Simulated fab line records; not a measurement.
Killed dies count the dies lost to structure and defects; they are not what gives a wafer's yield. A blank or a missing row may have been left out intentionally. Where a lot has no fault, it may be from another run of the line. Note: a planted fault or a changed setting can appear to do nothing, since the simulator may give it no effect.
Chamber matching	flow sky130	SKY_FIELD_ISO_CMP_27 on cmp-02 has 4 sister chambers
The step polishes, stops on Si3N4, t overpolish 16 s, target thk 457.8 nm. 7 wafers are shown with their chamber, then 7 later ones without.

== WAFERS, EACH WITH ITS CHAMBER ==
wafer	chamber	motor current A (A)	time to endpoint s (s)
L856.6	1	11.8	113
L865.2	1	12.0	111
L865.6	3	14.1	114
L866.2	2	14.0	103
L866.6	0	11.8	99
L868.1	0	10.5	106
L868.5	2	13.6	105

== WAFERS WITHOUT THEIR CHAMBER ==
wafer	motor current A (A)	time to endpoint s (s)
L868.6	12.7	106
L870.3	13.0	103
L870.5	13.3	104
L870.6	10.8	102
L871.2	12.1	106
L871.5	11.6	101
L871.6	14.4	106

== WHICH CHAMBER EACH ONE RAN IN ==
wafer	from the rows above	in truth
L868.6	can't be placed: 2 or 1 or 0 or 3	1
L870.3	can't be placed: 2 or 0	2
L870.5	2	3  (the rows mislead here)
L870.6	0	0
L871.2	can't be placed: 1 or 0 or 2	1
L871.5	0	0
L871.6	can't be placed: 2 or 3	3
Placed correctly: 2 of 7. From these rows, 4 cannot be placed; in 4 the true chamber is one of the candidates. Wrongly placed: 1.
How it was worked out, from the rows above alone: a wafer's distance from a chamber is the root of the sum, over the readings, of the square of ((its reading less the chamber's mean) divided by the reading's scatter). The wafer belongs to the nearest chamber; if the next one is less than 2 further off, it can't be placed. The mean given for a chamber averages the wafers shown for that chamber. The scatter: the root of (the sum of the squares of (reading less its chamber's mean) over the shown wafers, divided by (wafers less chambers)).
